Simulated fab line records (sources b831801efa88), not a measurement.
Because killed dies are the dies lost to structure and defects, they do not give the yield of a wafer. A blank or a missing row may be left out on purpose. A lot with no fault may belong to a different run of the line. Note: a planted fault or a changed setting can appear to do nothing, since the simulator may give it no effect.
Commonality check across tools / flow gf180mcu / Sampled: 12 lots, 36 wafers

== REASON IT WAS OPENED ==
GF_CONTACT_THK_MEAS_01, reading CONTACT_CVD_00_THK: flagged on 3 of 12 lots. Wafers without a fault read 300 nm, standard deviation 3.2.
Rule: a lot gets a flag if all its wafers with a number sit over 4 standard deviations from that mean, or if no wafer of it has a number. All remaining lots are regarded as sound.

lot=L219; measured=day 16 03:21; on=filmMetro-01; CONTACT_CVD_00_THK (nm), wafer by wafer=599 599 601; flag=FLAGGED
lot=L220; measured=day 16 11:17; on=filmMetro-03; CONTACT_CVD_00_THK (nm), wafer by wafer=301 295 302; flag=
lot=L223; measured=day 17 18:56; on=filmMetro-04; CONTACT_CVD_00_THK (nm), wafer by wafer=303 301 304; flag=
lot=L225; measured=day 18 05:56; on=filmMetro-04; CONTACT_CVD_00_THK (nm), wafer by wafer=602 612 601; flag=FLAGGED
lot=L224; measured=day 18 09:44; on=filmMetro-01; CONTACT_CVD_00_THK (nm), wafer by wafer=595 599 592; flag=FLAGGED
lot=L230; measured=day 20 12:16; on=filmMetro-03; CONTACT_CVD_00_THK (nm), wafer by wafer=300 302 298; flag=
lot=L231; measured=day 21 01:47; on=filmMetro-01; CONTACT_CVD_00_THK (nm), wafer by wafer=306 306 303; flag=
lot=L232; measured=day 21 05:49; on=filmMetro-03; CONTACT_CVD_00_THK (nm), wafer by wafer=299 296 300; flag=
lot=L234; measured=day 21 17:56; on=filmMetro-03; CONTACT_CVD_00_THK (nm), wafer by wafer=302 301 300; flag=
lot=L235; measured=day 21 19:59; on=filmMetro-03; CONTACT_CVD_00_THK (nm), wafer by wafer=300 298 299; flag=
lot=L237; measured=day 22 15:48; on=filmMetro-04; CONTACT_CVD_00_THK (nm), wafer by wafer=299 300 299; flag=
lot=L239; measured=day 23 06:02; on=filmMetro-03; CONTACT_CVD_00_THK (nm), wafer by wafer=300 300 303; flag=
The mean of the flagged lots' numbers is 600 nm, +300 nm from the usual (+94 standard deviations).

== WHICH TOOL EACH LOT WENT THROUGH ==
3 process steps preceding the reading are held in the record, out of 602 steps in the route. Every cell lists first the tool, next ch and the chambers used by the sampled wafers, and last the start.
lot=L219; flag=FLAGGED; GF_PSD_RTA_13=rtpAnneal-01 ch 0, day 15 04:10; GF_SAB_ETCH_11=rieDiel-02 ch 0,2, day 16 02:10; GF_CONTACT_CVD_00=hdpcvd-01 ch 1,2, day 16 03:02
lot=L220; flag=; GF_PSD_RTA_13=rtpAnneal-02 ch 0, day 15 11:39; GF_SAB_ETCH_11=rieDiel-01 ch 1,2, day 16 10:22; GF_CONTACT_CVD_00=hdpcvd-02 ch 0,2, day 16 11:14
lot=L223; flag=; GF_PSD_RTA_13=rtpAnneal-01 ch 0, day 16 18:30; GF_SAB_ETCH_11=rieDiel-02 ch 0,1,2, day 17 17:53; GF_CONTACT_CVD_00=hdpcvd-02 ch 1,2, day 17 18:53
lot=L225; flag=FLAGGED; GF_PSD_RTA_13=rtpAnneal-01 ch 0, day 17 04:54; GF_SAB_ETCH_11=rieDiel-02 ch 0,2,3, day 18 04:35; GF_CONTACT_CVD_00=hdpcvd-01 ch 0,2, day 18 05:34
lot=L224; flag=FLAGGED; GF_PSD_RTA_13=rtpAnneal-01 ch 0, day 17 08:53; GF_SAB_ETCH_11=rieDiel-01 ch 1,2,3, day 18 08:35; GF_CONTACT_CVD_00=hdpcvd-01 ch 0,1, day 18 09:28
lot=L230; flag=; GF_PSD_RTA_13=rtpAnneal-02 ch 0, day 19 10:50; GF_SAB_ETCH_11=rieDiel-02 ch 0,1,3, day 20 11:19; GF_CONTACT_CVD_00=hdpcvd-02 ch 0,1,2, day 20 12:13
lot=L231; flag=; GF_PSD_RTA_13=rtpAnneal-01 ch 0, day 20 00:19; GF_SAB_ETCH_11=rieDiel-02 ch 1,2, day 21 00:46; GF_CONTACT_CVD_00=hdpcvd-01 ch 0,2, day 21 01:44
lot=L232; flag=; GF_PSD_RTA_13=rtpAnneal-02 ch 0, day 20 04:31; GF_SAB_ETCH_11=rieDiel-02 ch 0,1, day 21 04:43; GF_CONTACT_CVD_00=hdpcvd-01 ch 0,1,2, day 21 05:45
lot=L234; flag=; GF_PSD_RTA_13=rtpAnneal-01 ch 0, day 20 16:40; GF_SAB_ETCH_11=rieDiel-04 ch 2,3, day 21 16:58; GF_CONTACT_CVD_00=hdpcvd-01 ch 1,2, day 21 17:53
lot=L235; flag=; GF_PSD_RTA_13=rtpAnneal-02 ch 0, day 20 19:06; GF_SAB_ETCH_11=rieDiel-01 ch 1,2,3, day 21 18:53; GF_CONTACT_CVD_00=hdpcvd-01 ch 0,1, day 21 19:56
lot=L237; flag=; GF_PSD_RTA_13=rtpAnneal-01 ch 0, day 21 15:00; GF_SAB_ETCH_11=rieDiel-01 ch 0,1,3, day 22 14:53; GF_CONTACT_CVD_00=hdpcvd-02 ch 0,1,2, day 22 15:46
lot=L239; flag=; GF_PSD_RTA_13=rtpAnneal-02 ch 0, day 22 06:37; GF_SAB_ETCH_11=rieDiel-04 ch 0,1,2, day 23 05:07; GF_CONTACT_CVD_00=hdpcvd-01 ch 0,1, day 23 05:59
These steps, and what they do:
- GF_PSD_RTA_13: time 20 s.
- GF_SAB_ETCH_11: etches SiO2 in C4F8/O2/Ar, target depth 55 nm, time 8.5 s.
- GF_CONTACT_CVD_00: deposits SiO2, target thk 300 nm, time 50 s.
- GF_CONTACT_THK_MEAS_01

== FLAGGED AGAINST TOTAL, ONE TOOL AT A TIME (gauges that did the reading follow at the end) ==
step=GF_PSD_RTA_13; tool=rtpAnneal-01; lots run=7; flagged=3; share of the flagged lots=all; sound lots run after its first flagged lot=4 (L223,L231,L234,L237)
step=GF_PSD_RTA_13; tool=rtpAnneal-02; lots run=5; flagged=0; share of the flagged lots=none; sound lots run after its first flagged lot=-
step=GF_SAB_ETCH_11; tool=rieDiel-01; lots run=4; flagged=1; share of the flagged lots=some; sound lots run after its first flagged lot=2 (L235,L237)
step=GF_SAB_ETCH_11; tool=rieDiel-02; lots run=6; flagged=2; share of the flagged lots=some; sound lots run after its first flagged lot=4 (L223,L230,L231,L232)
step=GF_SAB_ETCH_11; tool=rieDiel-04; lots run=2; flagged=0; share of the flagged lots=none; sound lots run after its first flagged lot=-
step=GF_CONTACT_CVD_00; tool=hdpcvd-01; lots run=8; flagged=3; share of the flagged lots=all; sound lots run after its first flagged lot=5 (L231,L232,L234,L235,L239)
step=GF_CONTACT_CVD_00; tool=hdpcvd-02; lots run=4; flagged=0; share of the flagged lots=none; sound lots run after its first flagged lot=-
step=GF_CONTACT_THK_MEAS_01; tool=filmMetro-01; lots run=3; flagged=2; share of the flagged lots=some; sound lots run after its first flagged lot=1 (L231)
step=GF_CONTACT_THK_MEAS_01; tool=filmMetro-03; lots run=6; flagged=0; share of the flagged lots=none; sound lots run after its first flagged lot=-
step=GF_CONTACT_THK_MEAS_01; tool=filmMetro-04; lots run=3; flagged=1; share of the flagged lots=some; sound lots run after its first flagged lot=1 (L237)

== THE TABLE: WHAT IT ALLOWS ==
Rows of the table that ran all the flagged lots, 2 in number: rtpAnneal-01 at GF_PSD_RTA_13; hdpcvd-01 at GF_CONTACT_CVD_00.
- rtpAnneal-01 at GF_PSD_RTA_13: 3 of its 7 lots flagged. After the first flagged lot (L223, L231, L234, L237), sound lots still ran on it; a lasting fault on the whole tool would not permit that.
- hdpcvd-01 at GF_CONTACT_CVD_00: 3 of its 8 lots flagged. After the first flagged lot (L231, L232, L234, L235, L239), sound lots still ran on it; a lasting fault on the whole tool would not permit that.
Not one row of the table ran every flagged lot while running no sound lot after the first.

== WHAT WAS PUT IN BY THE SIMULATOR ==
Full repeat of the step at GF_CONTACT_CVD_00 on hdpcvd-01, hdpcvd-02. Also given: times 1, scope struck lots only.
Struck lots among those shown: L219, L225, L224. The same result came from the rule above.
